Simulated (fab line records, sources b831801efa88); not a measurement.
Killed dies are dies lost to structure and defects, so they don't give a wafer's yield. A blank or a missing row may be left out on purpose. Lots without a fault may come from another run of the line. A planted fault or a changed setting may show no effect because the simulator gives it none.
Which tool did it? | flow gf180mcu | 13 lots, 39 wafers sampled, at 5 steps of a route of 602

WHAT THE GAUGES READ, wafer by wafer
GF_STI_THK_MEAS_22. Usual: STI_OXIDATION_01_THK 15.12 nm, standard deviation 0.29.
lot  | measured    | on            | STI_OXIDATION_01_THK (nm) | flag
L136 | day 2 09:04 | film_metro-03 | 14.93 14.93 14.92         |
L141 | day 3 11:02 | film_metro-04 | 14.56 14.63 14.64         |
L143 | day 4 00:05 | film_metro-03 | 15.04 15.24 15.13         |
L144 | day 4 03:59 | film_metro-01 | 15.36 15.33 15.41         |
L146 | day 4 17:25 | film_metro-04 | 15.27 15.47 15.35         |
L147 | day 4 21:28 | film_metro-01 | 15.63 15.28 15.44         |
L150 | day 5 13:37 | film_metro-04 | 14.90 14.76 14.59         |
L152 | day 5 22:55 | film_metro-04 | 14.92 15.05 15.21         |
L153 | day 6 03:24 | film_metro-04 | 14.72 14.67 14.73         |
L154 | day 6 08:46 | film_metro-01 | 14.67 14.85 14.77         |
L155 | day 6 15:01 | film_metro-04 | 15.32 14.98 14.86         |
L156 | day 6 16:08 | film_metro-04 | 15.06 14.86 14.83         |
L157 | day 6 21:13 | film_metro-03 | 14.74 14.70 14.83         |

GF_MVSD_OVL_MEAS_07. Usual: MVSD_OVL 0.8 nm, standard deviation 1.3.
lot  | measured    | on         | MVSD_OVL (nm) | flag
L136 | day 4 13:37 | overlay-01 | 0.2 -0.9 -3.0 |
L141 | day 5 21:40 | overlay-02 | 3.1 0.8 2.7   |
L143 | day 6 15:40 | overlay-01 | -0.4 -0.2 0.4 |
L144 | day 6 16:07 | overlay-02 | 1.0 1.2 2.1   |
L146 | day 7 09:39 | overlay-02 | -0.7 1.4 -1.6 |
L147 | day 7 14:34 | overlay-01 | 0.1 1.1 -0.2  |
L150 | day 8 12:21 | overlay-02 | 0.9 0.7 1.4   |
L152 | day 8 16:04 | overlay-01 | -0.3 -0.5 0.1 |
L153 | day 8 20:58 | overlay-01 | 1.3 0.1 -1.3  |
L154 | day 9 04:16 | overlay-01 | 0.3 0.4 3.5   |
L155 | day 9 10:13 | overlay-01 | 1.4 0.8 0.2   |
L156 | day 9 12:15 | overlay-01 | 0.8 1.6 0.6   |
L157 | day 9 18:58 | overlay-02 | 0.5 0.9 1.3   |

GF_VT_IMPLANT_RS_MEAS_47: measures by four-point-probe. Usual: NWELL_RS 487.9 ohm/sq, standard deviation 1.5.
lot  | measured     | on            | NWELL_RS (ohm/sq) | flag
L136 | day 7 14:32  | film_metro-03 | 488.5 487.8 488.6 |
L141 | day 9 05:31  | film_metro-02 | 486.4 484.6 486.3 |
L143 | day 10 02:32 | film_metro-03 | 487.5 488.1 488.8 |
L144 | day 10 03:47 | film_metro-03 | 485.2 486.4 487.3 |
L146 | day 10 23:13 | film_metro-03 | 488.4 487.4 487.7 |
L147 | day 11 05:28 | film_metro-02 | 488.0 488.0 487.7 |
L150 | day 12 05:59 | film_metro-02 | 488.7 486.5 489.0 |
L152 | day 12 10:20 | film_metro-03 | 479.0 481.5 481.2 | OFF
L153 | day 12 16:37 | film_metro-02 | 491.2 490.0 489.5 |
L154 | day 13 00:44 | film_metro-03 | 482.2 480.6 480.3 | OFF
L155 | day 13 07:59 | film_metro-03 | 476.4 477.7 477.4 | OFF
L156 | day 13 10:47 | film_metro-02 | 486.5 486.5 485.3 |
L157 | day 13 18:06 | film_metro-02 | 485.4 485.6 485.5 |

WHICH TOOL RAN EACH LOT (tool, then ch and the chambers of the sampled wafers, then the start)
lot  | GF_NWELL_IMPLANT_09            | GF_LVPWELL_STRIP_10
L136 | implanter-04 ch 0, day 3 12:47 | plasma_asher-03 ch 0,1, day 4 01:11
L141 | implanter-04 ch 0, day 4 17:26 | plasma_asher-01 ch 0,1, day 5 07:47
L143 | implanter-04 ch 0, day 5 10:43 | plasma_asher-04 ch 0,1, day 6 00:26
L144 | implanter-02 ch 0, day 5 11:02 | plasma_asher-03 ch 0,1, day 6 01:08
L146 | implanter-02 ch 0, day 6 03:11 | plasma_asher-04 ch 1, day 6 18:23
L147 | implanter-04 ch 0, day 6 07:36 | plasma_asher-03 ch 0,1, day 6 22:47
L150 | implanter-02 ch 0, day 7 03:35 | plasma_asher-03 ch 0,1, day 7 19:56
L152 | implanter-02 ch 0, day 7 08:07 | plasma_asher-04 ch 0,1, day 8 00:05
L153 | implanter-04 ch 0, day 7 12:51 | plasma_asher-03 ch 0,1, day 8 04:51
L154 | implanter-02 ch 0, day 7 19:29 | plasma_asher-04 ch 1, day 8 12:33
L155 | implanter-02 ch 0, day 8 00:56 | plasma_asher-03 ch 0,1, day 8 17:29
L156 | implanter-04 ch 0, day 8 02:59 | plasma_asher-03 ch 0,1, day 8 19:24
L157 | implanter-04 ch 0, day 8 08:37 | plasma_asher-01 ch 0, day 9 01:17
- GF_NWELL_IMPLANT_09
- GF_LVPWELL_STRIP_10: strips in O2/N2.

WHAT THE TOOLS THEMSELVES READ (means of the sampled wafers that have a number; where no wafer has one, the mark that the record gives instead)
GF_NWELL_IMPLANT_09. Usual: end_station_pressure_torr 5.04e-06 Torr, standard deviation 2.7e-07; tilt_deg 0.000 degrees, standard deviation 0.021.
lot  | tool         | end_station_pressure_torr (Torr) | tilt_deg (degrees) | flag
L136 | implanter-04 | 4.87e-06                         | -0.009             |
L141 | implanter-04 | 5.19e-06                         | -0.018             |
L143 | implanter-04 | 4.92e-06                         | -0.009             |
L144 | implanter-02 | 5.19e-06                         | 0.025              |
L146 | implanter-02 | 4.76e-06                         | 0.009              |
L147 | implanter-04 | 4.98e-06                         | -0.025             |
L150 | implanter-02 | 4.89e-06                         | 0.011              |
L152 | implanter-02 | 5.19e-06                         | 2.753              | OFF
L153 | implanter-04 | 5.31e-06                         | 0.010              |
L154 | implanter-02 | 5.04e-06                         | 2.726              | OFF
L155 | implanter-02 | 5.26e-06                         | 2.774              | OFF
L156 | implanter-04 | 4.87e-06                         | -0.015             |
L157 | implanter-04 | 5.11e-06                         | -0.012             |

GF_LVPWELL_STRIP_10. Usual: drypump_motor_current_A 5.3 A, standard deviation 0.51; heater_power_w 321 W, standard deviation 17; oes_product_au 0.723 a.u., standard deviation 0.0046; strip_time_to_endpoint_s 36.94 s, standard deviation 0.095.
lot  | tool            | drypump_motor_current_A (A) | heater_power_w (W) | oes_product_au (a.u.) | strip_time_to_endpoint_s (s) | flag
L136 | plasma_asher-03 | 5.0                         | 329                | 0.725                 | 36.94                        |
L141 | plasma_asher-01 | 5.8                         | 347                | 0.728                 | 36.98                        |
L143 | plasma_asher-04 | 5.7                         | 316                | 0.716                 | 36.94                        |
L144 | plasma_asher-03 | 4.9                         | 317                | 0.720                 | 37.02                        |
L146 | plasma_asher-04 | 6.0                         | 294                | 0.724                 | 36.87                        |
L147 | plasma_asher-03 | 5.0                         | 312                | 0.724                 | 37.02                        |
L150 | plasma_asher-03 | 5.0                         | 313                | 0.720                 | 36.74                        |
L152 | plasma_asher-04 | 5.7                         | 314                | 0.724                 | 36.85                        |
L153 | plasma_asher-03 | 4.9                         | 310                | 0.720                 | 36.95                        |
L154 | plasma_asher-04 | 6.0                         | 302                | 0.719                 | 36.95                        |
L155 | plasma_asher-03 | 5.0                         | 314                | 0.723                 | 36.96                        |
L156 | plasma_asher-03 | 5.0                         | 315                | 0.728                 | 36.97                        |
L157 | plasma_asher-01 | 5.6                         | 339                | 0.722                 | 36.85                        |

THE ANSWER, worked out from the rows above alone
Rule: a lot is off if the mean of its wafers that have a number lies more than 3 standard deviations from the usual mean. A lot without any number at a reading at which 4 lots or more have one is off too. The other lots that the step has rows for count as sound. The gauges are gone through in route order, then the tools' own readings, and for those a lot's mean is taken as printed above. The first step at which some lot is off is used, and at that step the reading that is off furthest; a lot without a number counts as furthest.
Off: L152, L154, L155, at GF_VT_IMPLANT_RS_MEAS_47 (NWELL_RS).
A tool fits if, at a process step before that reading, it ran every lot that is off, and no sound lot after the first of them. The gauges at GF_VT_IMPLANT_RS_MEAS_47 aren't tried: what is off there is off at GF_NWELL_IMPLANT_09 too, on other tools, and a gauge's error can't cause that. One fits: implanter-02 at GF_NWELL_IMPLANT_09. Its last sound lot is L150 (day 7 03:35), its first lot that is off L152 (day 7 08:07): a fault that began between those two fits.
The tool's own readings at GF_NWELL_IMPLANT_09 bear it out: on the lots that are off they differ by more than 5 times the standard deviation of the sound lots' means. tilt_deg reads 2.751 degrees there against -0.003 degrees on the sound lots.

WHAT THE SIMULATOR HAD PUT IN
Process parameter drift: implanter-02, from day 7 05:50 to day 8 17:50, at GF_NWELL_IMPLANT_09. Setting tilt_deg, moved by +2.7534, from 0. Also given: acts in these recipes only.
Lots struck among those shown: L152, L154, L155. The rule above found the same.
